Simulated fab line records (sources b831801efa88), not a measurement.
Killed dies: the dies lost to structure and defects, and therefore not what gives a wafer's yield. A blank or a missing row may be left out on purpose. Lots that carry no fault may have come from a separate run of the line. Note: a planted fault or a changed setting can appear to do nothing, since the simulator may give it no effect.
Split-lot experiment ; flow sfq line ; route with 325 steps; 5 lots, 23 wafers read

THE SPLIT
At SFQ_TRILAYER_I5_LITHO_COAT_144 (resist thk 650 nm), the setting spin rpm was moved away from the recipe's 3000 rpm on 10 of the 23 wafers read, by -5.4% to +5.9%. For the rest of the wafers, this setting stayed at what the recipe calls for.

Reading taken at the split's own step.

THE READING
KrF_of_TRILAYER_I5_LITHO_COAT_144.thk nm (the simulator's own value, which no gauge read), in nm, at SFQ_TRILAYER_I5_LITHO_COAT_144 (resist thk 650 nm). There is no usual value for it anywhere in the file. Average 648.8 nm, standard deviation 1.9 nm, over the 13 wafers here run with the recipe.

wafer;tool, chamber at the split;spin rpm as run, rpm;against the recipe;KrF_of_TRILAYER_I5_LITHO_COAT_144.thk nm, nm;against lot-mates on the recipe
L075.1;litho track-01, 0;2874;-4.2%;667.1;+15.0
L075.3;litho track-01, 0;2874;-4.2%;665.9;+13.8
L075.4;litho track-01, 0;3000;recipe;652.5;-
L075.5;litho track-01, 0;2874;-4.2%;663.7;+11.6
L075.6;litho track-01, 0;3000;recipe;651.7;-
L079.1;litho track-04, 0;3000;recipe;650.2;-
L079.4;litho track-04, 0;3000;recipe;648.8;-
L079.6;litho track-04, 0;3000;recipe;650.4;-
L080.1;litho track-01, 0;3000;recipe;646.7;-
L080.5;litho track-01, 0;3000;recipe;646.7;-
L080.3;litho track-01, 0;2837;-5.4%;664.5;+17.3
L080.4;litho track-01, 0;3000;recipe;648.1;-
L080.6;litho track-01, 0;2837;-5.4%;664.4;+17.2
L081.1;litho track-01, 0;3000;recipe;647.3;-
L081.2;litho track-01, 0;3176;+5.9%;630.4;-18.1
L081.3;litho track-01, 0;3000;recipe;649.5;-
L081.4;litho track-01, 0;3000;recipe;648.8;-
L081.6;litho track-01, 0;3176;+5.9%;631.6;-16.9
L085.2;litho track-02, 0;3070;+2.3%;639.5;-7.4
L085.3;litho track-02, 0;3000;recipe;646.3;-
L085.4;litho track-02, 0;3000;recipe;647.5;-
L085.5;litho track-02, 0;3070;+2.3%;638.7;-8.2
L085.6;litho track-02, 0;3070;+2.3%;639.6;-7.3

THE FIT
A straight line over all 23 wafers: KrF_of_TRILAYER_I5_LITHO_COAT_144.thk nm changes by -3.33 nm for each +1% of spin rpm; r = -0.98; the points scatter about the line by 2.2 nm.
The same after taking each lot's own level away (the mean of its wafers on the recipe; 23 wafers): -3.13 nm for each +1%; r = -1.00; scatter 0.86 nm.
The reading moves by 18 nm for the largest change in spin rpm, on that fit.
The lots' own levels span 646.90 to 652.10 nm, that is 2.7 times the standard deviation above.
So the lot-to-lot level changes the slope little: the two slopes agree.
Check: for one of the wafers moved furthest among these (+5.9%), held out of the fit, the line's prediction against its lot-mates is -18.3 nm. Against them it came out at -18.1 nm.

ADDITIONAL SPLITS CARRIED BY THESE WAFERS
These wafers also went through other splits before the reading. Each is held against what the fit with the lots' levels taken away leaves over:
other split on the same wafers;wafers away from the commonest value;r with KrF_of_TRILAYER_I5_LITHO_COAT_144.thk nm (lot level and that fit taken away)
SFQ_TRILAYER_R5_LITHO_COAT_141 spin rpm;4;+0.18
SFQ_TRILAYER_R5_ETCH_METAL_ETCH_139 time s;9;+0.19

FILE'S OWN FIT
KrF_of_TRILAYER_I5_LITHO_COAT_144.thk nm changes by -3.12 nm for each +1% of spin rpm, r = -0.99.
